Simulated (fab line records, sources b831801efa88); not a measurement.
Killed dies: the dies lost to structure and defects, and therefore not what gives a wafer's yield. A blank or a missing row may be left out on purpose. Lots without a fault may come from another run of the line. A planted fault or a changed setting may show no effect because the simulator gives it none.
Tool commonality check	flow gf180mcu	Sampled: 11 lots, 33 wafers

== WHAT PROMPTED THE OPENING ==
GF_VT_IMPLANT_TW_MEAS_43, reading VT_IMPLANT_4_TW: flagged on 2 of 11 lots. Wafers without a fault read 683, standard deviation 7.5.
Rule: a lot is flagged in two cases, either no wafer of it has a number, or all its wafers with numbers fall more than 4 standard deviations from that mean. The other lots count as sound.

lot	measured	on	VT_IMPLANT_4_TW, wafer by wafer	flag
L672	day 7 10:58	film-metro-03	673 674 675	
L673	day 7 14:34	film-metro-03	677 677 674	
L674	day 8 00:46	film-metro-02	689 689 694	
L681	day 9 21:55	film-metro-01	30 30 30	FLAGGED
L682	day 10 03:24	film-metro-02	30 30 30	FLAGGED
L683	day 10 08:07	film-metro-02	686 688 690	
L688	day 12 03:49	film-metro-01	689 687 694	
L689	day 12 08:53	film-metro-01	694 691 684	
L691	day 12 23:11	film-metro-02	685 687 685	
L693	day 13 13:09	film-metro-02	689 693 693	
L695	day 13 23:04	film-metro-03	679 676 681	
The mean of the flagged lots' numbers is 30, -653 from the usual (-87 standard deviations).

== WHICH TOOL EACH LOT WENT THROUGH ==
Before the reading, the record contains 2 process steps out of a 602-step route. Every cell lists first the tool, next ch and the chambers used by the sampled wafers, and last the start.
lot	flag	GF_VT_IMPLANT_STRIP_31	GF_VT_IMPLANT_STRIP_42
L672		plasma-asher-01 ch 0,1, day 6 20:22	plasma-asher-03 ch 0,1, day 7 10:52
L673		plasma-asher-01 ch 0,1, day 6 23:11	plasma-asher-02 ch 0,1, day 7 14:28
L674		plasma-asher-02 ch 0,1, day 7 09:05	plasma-asher-03 ch 0,1, day 8 00:40
L681	FLAGGED	plasma-asher-03 ch 0,1, day 9 05:04	plasma-asher-02 ch 0,1, day 9 21:49
L682	FLAGGED	plasma-asher-02 ch 0,1, day 9 09:41	plasma-asher-02 ch 0,1, day 10 03:17
L683		plasma-asher-02 ch 0,1, day 9 14:22	plasma-asher-03 ch 0,1, day 10 08:01
L688		plasma-asher-03 ch 0, day 11 08:23	plasma-asher-02 ch 0,1, day 12 03:43
L689		plasma-asher-01 ch 0,1, day 11 13:40	plasma-asher-01 ch 0,1, day 12 08:47
L691		plasma-asher-01 ch 0,1, day 12 02:56	plasma-asher-03 ch 0,1, day 12 23:05
L693		plasma-asher-03 ch 0,1, day 12 16:55	plasma-asher-03 ch 0,1, day 13 13:04
L695		plasma-asher-02 ch 1, day 13 02:05	plasma-asher-01 ch 0, day 13 22:58
What the steps here do:
- GF_VT_IMPLANT_STRIP_31: strips in O2/N2.
- GF_VT_IMPLANT_STRIP_42: strips in O2/N2.
- GF_VT_IMPLANT_TW_MEAS_43

== FLAGGED OVER TOTAL, TOOL BY TOOL (the gauges that took the reading come last) ==
step	tool	lots run	flagged	share of the flagged lots	sound lots run after its first flagged lot
GF_VT_IMPLANT_STRIP_31	plasma-asher-01	4	0	none	-
GF_VT_IMPLANT_STRIP_31	plasma-asher-02	4	1	some	2 (L683,L695)
GF_VT_IMPLANT_STRIP_31	plasma-asher-03	3	1	some	2 (L688,L693)
GF_VT_IMPLANT_STRIP_42	plasma-asher-01	2	0	none	-
GF_VT_IMPLANT_STRIP_42	plasma-asher-02	4	2	all	1 (L688)
GF_VT_IMPLANT_STRIP_42	plasma-asher-03	5	0	none	-
GF_VT_IMPLANT_TW_MEAS_43	film-metro-01	3	1	some	2 (L688,L689)
GF_VT_IMPLANT_TW_MEAS_43	film-metro-02	5	1	some	3 (L683,L691,L693)
GF_VT_IMPLANT_TW_MEAS_43	film-metro-03	3	0	none	-

== THE TABLE: WHAT IT ALLOWS ==
All flagged lots share 1 row of the table, namely plasma-asher-02 at GF_VT_IMPLANT_STRIP_42.
- plasma-asher-02 at GF_VT_IMPLANT_STRIP_42 ran 4 lots, 2 of them flagged. Sound lots followed the first flagged one (L688) on it, something a lasting fault affecting the whole tool could not allow. Its own readings (strip-time-to-endpoint-s) fall more than 4 standard deviations out on all wafers of the flagged lots.
Not one row of the table ran every flagged lot while running no sound lot after the first.

== WHAT WAS PUT IN BY THE SIMULATOR ==
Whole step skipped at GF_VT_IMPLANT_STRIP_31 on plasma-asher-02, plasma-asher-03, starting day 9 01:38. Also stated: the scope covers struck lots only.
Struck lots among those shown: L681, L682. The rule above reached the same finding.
